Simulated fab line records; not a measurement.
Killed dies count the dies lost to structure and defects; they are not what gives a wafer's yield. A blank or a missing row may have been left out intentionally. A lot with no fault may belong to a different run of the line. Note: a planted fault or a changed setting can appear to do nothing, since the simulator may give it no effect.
Which of the tools did it? || flow gf180mcu || Sampling: 7 lots, 20 wafers, 4 of 602 route steps

## WHAT EACH GAUGE READ, for each wafer
GF_M2_RS_MEAS_05: a four-point-probe measurement.
{"lot": "L261", "measured": "day 18 20:05", "on": "film_metro-03", "M2_ALCU_RS (ohm/sq)": "0.0687 0.0686 0.0690"}
{"lot": "L263", "measured": "day 19 13:55", "on": "film_metro-01", "M2_ALCU_RS (ohm/sq)": "0.0696 0.0695 0.0694"}
{"lot": "L265", "measured": "day 20 04:43", "on": "film_metro-03", "M2_ALCU_RS (ohm/sq)": "0.0686 0.0688 0.0695"}
{"lot": "L267", "measured": "day 21 00:04", "on": "film_metro-03", "M2_ALCU_RS (ohm/sq)": "0.0695 0.0692 0.0698"}
{"lot": "L270", "measured": "day 22 04:39", "on": "film_metro-01", "M2_ALCU_RS (ohm/sq)": "0.0687 0.0688"}
{"lot": "L278", "measured": "day 24 20:45", "on": "film_metro-03", "M2_ALCU_RS (ohm/sq)": "0.0686 0.0687 0.0686"}
{"lot": "L280", "measured": "day 25 10:09", "on": "film_metro-03", "M2_ALCU_RS (ohm/sq)": "0.0702 0.0695 0.0698"}

## WHICH TOOL RAN EACH LOT (tool, then ch and the chambers of the sampled wafers, then the start)
{"lot": "L261", "GF_POLY_GATE_ETCH_12": "rie_diel-02 ch 0,2, day 9 16:44", "GF_HV_LDD_SOFTBAKE_27": "litho_track-01 ch 0, day 11 16:52", "GF_CONTACT_ETCH_16": "rie_diel-01 ch 1,3, day 16 17:13"}
{"lot": "L263", "GF_POLY_GATE_ETCH_12": "rie_diel-04 ch 0,1,3, day 10 05:52", "GF_HV_LDD_SOFTBAKE_27": "litho_track-03 ch 0, day 12 06:43", "GF_CONTACT_ETCH_16": "rie_diel-01 ch 0,1,2, day 17 10:16"}
{"lot": "L265", "GF_POLY_GATE_ETCH_12": "rie_diel-02 ch 0,1,3, day 10 18:19", "GF_HV_LDD_SOFTBAKE_27": "litho_track-01 ch 0, day 12 18:40", "GF_CONTACT_ETCH_16": "rie_diel-02 ch 1,3, day 17 22:55"}
{"lot": "L267", "GF_POLY_GATE_ETCH_12": "rie_diel-04 ch 2,3, day 11 07:44", "GF_HV_LDD_SOFTBAKE_27": "litho_track-03 ch 0, day 13 10:28", "GF_CONTACT_ETCH_16": "rie_diel-01 ch 0,1,3, day 18 19:31"}
{"lot": "L270", "GF_POLY_GATE_ETCH_12": "rie_diel-02 ch 0,3, day 12 05:38", "GF_HV_LDD_SOFTBAKE_27": "litho_track-03 ch 0, day 14 11:13", "GF_CONTACT_ETCH_16": "rie_diel-01 ch 0,3, day 19 23:55"}
{"lot": "L278", "GF_POLY_GATE_ETCH_12": "rie_diel-01 ch 1,2,3, day 14 15:40", "GF_HV_LDD_SOFTBAKE_27": "litho_track-02 ch 0, day 17 04:06", "GF_CONTACT_ETCH_16": "rie_diel-03 ch 1,2,3, day 22 19:49"}
{"lot": "L280", "GF_POLY_GATE_ETCH_12": "rie_diel-01 ch 0,3, day 15 06:52", "GF_HV_LDD_SOFTBAKE_27": "litho_track-02 ch 0, day 17 17:00", "GF_CONTACT_ETCH_16": "rie_diel-03 ch 0,2,3, day 23 09:46"}
- GF_POLY_GATE_ETCH_12: etches BARC in N2/H2.
- GF_HV_LDD_SOFTBAKE_27: time 60 s.
- GF_CONTACT_ETCH_16: etches BARC in N2/H2.

## THE ANSWER, worked out from the rows above alone
Rule: usual is defined by the lots themselves. The widest of any qualifying gaps counts: lots, ordered by their means at a reading, are off when they make up no more than a third of the lots, leave a main group of 4 or more, and stand apart from it by 3 or more times the standard deviation of that group's means. The tables above print the reading to a certain number of digits; a main group whose means all agree to those digits is not used. A lot without any number at a reading at which 4 lots or more have one is off too. All remaining lots with rows at the step are treated as sound.
No lot is off at any reading shown: from this, nothing can be told.

## WHAT HAD BEEN PUT IN BY THE SIMULATOR
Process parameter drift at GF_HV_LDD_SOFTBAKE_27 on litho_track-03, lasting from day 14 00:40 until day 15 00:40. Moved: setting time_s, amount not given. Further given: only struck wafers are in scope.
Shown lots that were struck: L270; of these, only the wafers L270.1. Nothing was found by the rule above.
